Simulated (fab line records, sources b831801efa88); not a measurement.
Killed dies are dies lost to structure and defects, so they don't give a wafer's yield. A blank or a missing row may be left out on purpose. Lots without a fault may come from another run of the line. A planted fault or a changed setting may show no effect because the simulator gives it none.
Problem report in the 8D (eight disciplines) form, filled by code | flow sky130 | the parts of the form that need people (team, actions taken, sign-off) are left out

1. THE PROBLEM
cd_nm at SKY_SONOS_ONO_CD_MEAS_13 reads a mean of 356.9 nm on 2 wafers of 2 lots; wafers without a fault read 409.9 nm with a standard deviation of 2. That is -27 standard deviations from the usual mean.
The step: target cd 410 nm.
First seen on wafer L469.4, day 16 22:22, on cd_sem-02. The record holds 38 wafers of 13 lots with a number at this step. Rule for "out", or "out of limits": more than 4 standard deviations from the usual mean. The other wafers with a number count as sound.

2. WHAT IT IS AND WHAT IT IS NOT
question                    | is                | is not
which readings at this step | cd_nm             | -
which lots                  | L469, L472        | L457, L458, L460, L461, L462, L464, L465, L468, L478, L479, L480
which wafers of those lots  | L469.4, L472.4    | L469.1, L469.5, L472.1
read on which gauges        | cd_sem-02         | cd_sem-01
when                        | from day 16 22:22 | up to then (26 sound wafers); but 10 sound wafers of L472, L478, L479, L480 came after

3. SUSPECTS, AND WHAT RULES EACH OUT
Counting: a tool at a process step up to the reading stays a suspect if it ran every lot that is out. Sound lots after the first of them don't rule it out here, since some wafers of a struck lot are sound.
- the gauge at SKY_SONOS_ONO_CD_MEAS_13: kept. All the wafers that are out were read on cd_sem-02, and no step on other tools shows them out.
- plasma_asher-04 at SKY_VT_ADJUST_PCH_STRIP_09 (strips in O2/N2): kept. It ran every lot that is out, first L469 (day 14 05:40); its last sound lot up to then is L468 (day 13 19:55).
- iline_stepper-01 at SKY_SONOS_ONO_EXPOSE_10 (exposes mask ONOM, target cd 410 nm): kept. It ran every lot that is out, first L469 (day 16 08:46); its last sound lot up to then is L465 (day 14 16:55).
Left after counting: plasma_asher-04 at SKY_VT_ADJUST_PCH_STRIP_09, iline_stepper-01 at SKY_SONOS_ONO_EXPOSE_10, cd_sem-02 at SKY_SONOS_ONO_CD_MEAS_13.

4. THE CAUSE (what the simulator had put in)
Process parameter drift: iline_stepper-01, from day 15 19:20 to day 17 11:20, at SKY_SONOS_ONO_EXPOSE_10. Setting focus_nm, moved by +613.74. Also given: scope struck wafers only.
Counting left 3 suspects, and this tool is among them.

5. THE CHAIN OF EFFECTS, in route order
Each row: a reading whose mean over the struck wafers that have a number lies more than 3 standard deviations from the usual. Only readings for which the record gives a usual standard deviation are gone through. hours: the time from each lot's start at the first step in this table that gives one to its start at this step, as a median over the lots. sigmas: the change in usual standard deviations.
hours | step                     | reading             | usual    | on struck wafers | change | sigmas
0     | SKY_SONOS_ONO_CD_MEAS_13 | cd_nm               | 409.9 nm | 356.9            | -53.0  | -27
763   | SKY_PAD_OPEN_PROBE_99    | killed_at_front_end | 15       | 36               | +22    | +4.6
The process steps in it:
- SKY_PAD_OPEN_PROBE_99

6. WHAT WOULD HAVE CAUGHT IT SOONER
In this record the first reading out of limits at a measuring or inspecting step was taken at day 16 22:22, 27 hours after the fault began at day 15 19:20.
Of the lots that are out (2), L472 began SKY_SONOS_ONO_EXPOSE_10 on iline_stepper-01 after day 16 22:22. A hold on the tool at that time would have spared it.
